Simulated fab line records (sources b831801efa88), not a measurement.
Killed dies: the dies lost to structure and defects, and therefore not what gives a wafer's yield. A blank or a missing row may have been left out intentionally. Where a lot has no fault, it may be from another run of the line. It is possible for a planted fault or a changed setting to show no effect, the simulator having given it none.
Which tool did it? | flow gf180mcu | route of 602 steps, sampled at 1 step: 14 lots, 42 wafers

WHAT THE GAUGES SHOWED, per wafer
GF_V2_THK_MEAS_01. Usual: V2_CVD_00_THK 600 nm, standard deviation 4.9.
lot  | measured     | on           | V2_CVD_00_THK (nm) | flag
L841 | day 20 01:52 | filmMetro-01 | 600 595 601        | 
L842 | day 20 17:13 | filmMetro-04 | 604 610 608        | 
L843 | day 20 23:34 | filmMetro-04 | 600 597 601        | 
L850 | day 23 07:11 | filmMetro-04 | 598 595 597        | 
L851 | day 23 18:16 | filmMetro-04 | 602 598 596        | 
L852 | day 24 01:01 | filmMetro-04 | 593 601 603        | 
L855 | day 24 23:55 | filmMetro-01 | 595 603 607        | 
L856 | day 25 04:57 | filmMetro-03 | 593 590 599        | 
L857 | day 25 16:25 | filmMetro-03 | 605 598 605        | 
L858 | day 25 21:57 | filmMetro-01 | 601 605 602        | 
L859 | day 26 04:05 | filmMetro-03 | 597 593 600        | 
L860 | day 26 10:46 | filmMetro-01 | 600 594 606        | 
L861 | day 26 19:29 | filmMetro-04 | 592 598 606        | 
L862 | day 27 07:10 | filmMetro-03 | 601 601 605        | 

WHAT TOOL EACH LOT RAN ON (gives the tool, then ch and the chambers of the sampled wafers, and finally the start)
No process step before these readings appears in the record.

AS READ BY THE TOOLS THEMSELVES (means over the sampled wafers that have a number; for cases with no such wafer, the mark the record gives instead)
The record holds no such reading with a usual standard deviation.

THE ANSWER, worked out from the rows above alone
Rule: a lot is off if the mean of its wafers that have a number lies more than 3 standard deviations from the usual mean. A lot without any number at a reading at which 4 lots or more have one is off too. All remaining lots with rows at the step are treated as sound. Order of review: gauges by route order, followed by the tools' own readings, for which a lot's mean as printed above is used. At the first step where some lot is off, the reading lying furthest off is the one used; lots without a number count as furthest.
None of the lots is off at any reading shown; this tells nothing.

WHAT THE SIMULATOR HAD PUT IN
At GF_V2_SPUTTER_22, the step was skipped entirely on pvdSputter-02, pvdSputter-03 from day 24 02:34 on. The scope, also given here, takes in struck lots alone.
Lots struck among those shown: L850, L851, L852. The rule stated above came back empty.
